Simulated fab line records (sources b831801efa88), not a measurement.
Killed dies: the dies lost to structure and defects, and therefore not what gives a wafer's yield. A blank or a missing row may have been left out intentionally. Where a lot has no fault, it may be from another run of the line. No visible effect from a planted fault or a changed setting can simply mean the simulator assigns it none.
Which tool was responsible? -- flow sky130 -- 15 lots with 45 wafers sampled at 4 steps, on a route of 708 steps

## WHAT EACH GAUGE READ, for each wafer
No reading from a measuring or inspecting step in the record can be judged against a usual standard deviation.

## WHAT TOOL EACH LOT RAN ON (gives the tool, then ch and the chambers of the sampled wafers, and finally the start)
lot,SKY_METAL3_SPUTTER_00,SKY_METAL3_SPUTTER_01,SKY_CAP2M_SPUTTER_02,SKY_METAL5_EXPOSE_11
L230,"pvd-sputter-02, day 37 00:49","pvd-sputter-02, day 37 00:50","pvd-sputter-02, day 40 09:17","iline-stepper-01 ch 0, day 43 22:35"
L231,"pvd-sputter-03, day 37 03:29","pvd-sputter-03, day 37 03:31","pvd-sputter-02, day 40 10:53","iline-stepper-01 ch 0, day 44 01:06"
L232,"pvd-sputter-01, day 37 05:53","pvd-sputter-01, day 37 05:55","pvd-sputter-03, day 40 13:29","iline-stepper-02 ch 0, day 44 02:25"
L233,"pvd-sputter-02, day 37 08:26","pvd-sputter-02, day 37 08:28","pvd-sputter-03, day 40 15:02","iline-stepper-01, day 44 05:11"
L235,"pvd-sputter-01, day 38 05:40","pvd-sputter-01, day 38 05:41","pvd-sputter-01, day 41 11:23","iline-stepper-01, day 44 23:24"
L234,"pvd-sputter-02, day 38 08:01","pvd-sputter-02, day 38 08:02","pvd-sputter-01, day 41 13:26","iline-stepper-01, day 45 01:49"
L236,"pvd-sputter-01, day 38 12:32","pvd-sputter-01, day 38 12:33","pvd-sputter-02, day 41 18:25","iline-stepper-02 ch 0, day 45 06:21"
L243,"pvd-sputter-03, day 40 16:52","pvd-sputter-03, day 40 16:53","pvd-sputter-02, day 43 19:14","iline-stepper-01 ch 0, day 47 02:08"
L245,"pvd-sputter-03, day 41 07:33","pvd-sputter-03, day 41 07:34","pvd-sputter-01, day 44 09:28","iline-stepper-02 ch 0, day 47 14:01"
L246,"pvd-sputter-02, day 41 11:08","pvd-sputter-02, day 41 11:09","pvd-sputter-03, day 44 13:02","iline-stepper-01 ch 0, day 47 17:17"
L247,"pvd-sputter-02, day 41 23:41","pvd-sputter-02, day 41 23:43","pvd-sputter-02, day 44 23:28","iline-stepper-01 ch 0, day 48 03:38"
L248,"pvd-sputter-01, day 42 07:58","pvd-sputter-01, day 42 07:59","pvd-sputter-02, day 45 08:04","iline-stepper-02 ch 0, day 48 10:27"
L249,"pvd-sputter-01, day 42 09:12","pvd-sputter-01, day 42 09:13","pvd-sputter-03, day 45 09:40","iline-stepper-01 ch 0, day 48 11:19"
L250,"pvd-sputter-01, day 42 16:11","pvd-sputter-01, day 42 16:12","pvd-sputter-01, day 45 15:26","iline-stepper-01 ch 0, day 48 16:41"
L252,"pvd-sputter-01, day 43 04:42","pvd-sputter-01, day 43 04:43","pvd-sputter-02, day 46 03:20","iline-stepper-01 ch 0, day 49 02:52"
- SKY_METAL3_SPUTTER_00: material Ti, target thk 15 nm, time 10 s.
- SKY_METAL3_SPUTTER_01: material TiN, target thk 20 nm, time 16.7 s.
- SKY_CAP2M_SPUTTER_02: material TiN, target thk 200 nm, time 166.7 s.
- SKY_METAL5_EXPOSE_11: exposes mask MM5, target cd 1600 nm.

## AS READ BY THE TOOLS THEMSELVES (means over the sampled wafers that have a number; for cases with no such wafer, the mark the record gives instead)
SKY_METAL3_SPUTTER_00. Usual: throttle-valve-pct 30.1 %, standard deviation 1.1.
lot,tool,throttle-valve-pct (%),flag
L230,pvd-sputter-02,29.0,
L231,pvd-sputter-03,29.8,
L232,pvd-sputter-01,31.1,
L233,pvd-sputter-02,28.7,
L235,pvd-sputter-01,31.1,
L234,pvd-sputter-02,29.8,
L236,pvd-sputter-01,30.9,
L243,pvd-sputter-03,29.9,
L245,pvd-sputter-03,30.1,
L246,pvd-sputter-02,28.8,
L247,pvd-sputter-02,29.8,
L248,pvd-sputter-01,31.2,
L249,pvd-sputter-01,31.1,
L250,pvd-sputter-01,30.7,
L252,pvd-sputter-01,31.0,

SKY_METAL3_SPUTTER_01. Usual: throttle-valve-pct 30.1 %, standard deviation 1.1.
lot,tool,throttle-valve-pct (%),flag
L230,pvd-sputter-02,28.8,
L231,pvd-sputter-03,30.0,
L232,pvd-sputter-01,31.2,
L233,pvd-sputter-02,28.9,
L235,pvd-sputter-01,30.9,
L234,pvd-sputter-02,29.8,
L236,pvd-sputter-01,30.9,
L243,pvd-sputter-03,29.8,
L245,pvd-sputter-03,30.3,
L246,pvd-sputter-02,28.9,
L247,pvd-sputter-02,29.8,
L248,pvd-sputter-01,30.9,
L249,pvd-sputter-01,31.2,
L250,pvd-sputter-01,30.7,
L252,pvd-sputter-01,30.8,

SKY_CAP2M_SPUTTER_02. Usual: substrate-temp-c 300.00 C, standard deviation 0.18; throttle-valve-pct 29.9 %, standard deviation 1.2.
lot,tool,substrate-temp-c (C),throttle-valve-pct (%),flag
L230,pvd-sputter-02,299.99,28.9,
L231,pvd-sputter-02,300.13,28.9,
L232,pvd-sputter-03,300.11,30.2,
L233,pvd-sputter-03,299.85,30.2,
L235,pvd-sputter-01,299.95,31.4,
L234,pvd-sputter-01,300.04,31.3,
L236,pvd-sputter-02,300.12,29.9,
L243,pvd-sputter-02,299.94,28.9,
L245,pvd-sputter-01,300.02,31.1,
L246,pvd-sputter-03,299.95,30.0,
L247,pvd-sputter-02,300.02,28.9,
L248,pvd-sputter-02,299.94,29.6,
L249,pvd-sputter-03,300.04,29.8,
L250,pvd-sputter-01,300.08,31.3,
L252,pvd-sputter-02,299.98,29.7,

SKY_METAL5_EXPOSE_11. Usual: exposure-dose-mJ-cm2 190.00, standard deviation 0.18; focus-offset-nm -0.1 nm, standard deviation 0.59.
lot,tool,exposure-dose-mJ-cm2,focus-offset-nm (nm),flag
L230,iline-stepper-01,189.92,-0.8,
L231,iline-stepper-01,189.91,-0.3,
L232,iline-stepper-02,190.07,0.2,
L233,iline-stepper-01,-,-,OFF
L235,iline-stepper-01,-,-,OFF
L234,iline-stepper-01,-,-,OFF
L236,iline-stepper-02,189.94,0.6,
L243,iline-stepper-01,190.12,-0.3,
L245,iline-stepper-02,190.05,0.6,
L246,iline-stepper-01,189.96,0.1,
L247,iline-stepper-01,189.80,0.0,
L248,iline-stepper-02,190.04,0.0,
L249,iline-stepper-01,189.95,-0.1,
L250,iline-stepper-01,189.75,0.2,
L252,iline-stepper-01,190.19,-0.6,

## THE ANSWER, worked out from the rows above alone
Rule: a lot is off if the mean of its wafers that have a number lies more than 3 standard deviations from the usual mean. A lot without any number at a reading at which 4 lots or more have one is off too. Where the step has rows for the other lots, those lots are counted as sound. After the gauges, taken in route order, come the tools' own readings; for these a lot's mean is taken, as printed above. At the first step where some lot is off, the reading lying furthest off is the one used; lots without a number count as furthest.
Off: L233, L235, L234 (SKY_METAL5_EXPOSE_11, exposure-dose-mJ-cm2). Without a number there: L233, L235, L234.
A tool fits if, at that step or a process step before it, it ran every lot that is off, and no sound lot after the first of them. Of those tried, none fits.

## WHAT HAD BEEN PUT IN BY THE SIMULATOR
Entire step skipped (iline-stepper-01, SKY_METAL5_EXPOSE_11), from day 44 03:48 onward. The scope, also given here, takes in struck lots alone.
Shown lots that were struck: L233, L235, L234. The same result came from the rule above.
